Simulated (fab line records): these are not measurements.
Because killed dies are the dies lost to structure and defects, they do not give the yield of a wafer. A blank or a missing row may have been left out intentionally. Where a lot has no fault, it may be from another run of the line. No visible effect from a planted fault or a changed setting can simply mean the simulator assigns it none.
Matching of chambers | flow gf180mcu | 4 sister chambers for GF_V2_ETCH_16 on rie-diel-01
The step etches BARC in N2/H2. 7 wafers are shown with their chamber, then 7 later ones without.

## WAFERS WITH THEIR CHAMBER
wafer  | chamber | drypump-motor-current-A (A) | rf-fwd-power-W (W)
L107.2 | 1       | 5.3                         | 498.4
L107.3 | 2       | 6.3                         | 493.1
L109.2 | 3       | 5.0                         | 490.6
L109.5 | 0       | 5.3                         | 497.0
L109.6 | 3       | 5.1                         | 491.3
L112.2 | 1       | 5.3                         | 493.5
L112.3 | 2       | 6.3                         | 493.3

## WAFERS WITHOUT THEIR CHAMBER
wafer  | drypump-motor-current-A (A) | rf-fwd-power-W (W)
L112.4 | 5.1                         | 492.1
L114.1 | 5.3                         | 495.7
L114.2 | 6.3                         | 495.2
L114.5 | 6.3                         | 492.2
L115.1 | 6.3                         | 492.0
L115.2 | 5.3                         | 497.7
L115.6 | 6.3                         | 492.6

## EACH ONE'S CHAMBER
wafer  | from the rows above     | in truth
L112.4 | 3                       | 3
L114.1 | can't be placed: 1 or 0 | 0
L114.2 | 2                       | 2
L114.5 | 2                       | 2
L115.1 | 2                       | 2
L115.2 | can't be placed: 0 or 1 | 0
L115.6 | 2                       | 2
Placed correctly: 5 of 7. Unplaceable from these rows: 2, with the true chamber sitting among the candidates in 2. Number placed wrongly: 0.
How it was worked out, from the rows above alone: a wafer's distance from a chamber is the root of the sum, over the readings, of the square of ((its reading less the chamber's mean) divided by the reading's scatter). The wafer belongs to the nearest chamber; if the next one is less than 2 further off, it can't be placed. For every chamber, the mean is computed from those of its wafers that are shown. How the scatter is found: for the shown wafers, subtract from each reading the mean of its chamber, square and add these, divide the total by (wafers less chambers), then take the root.
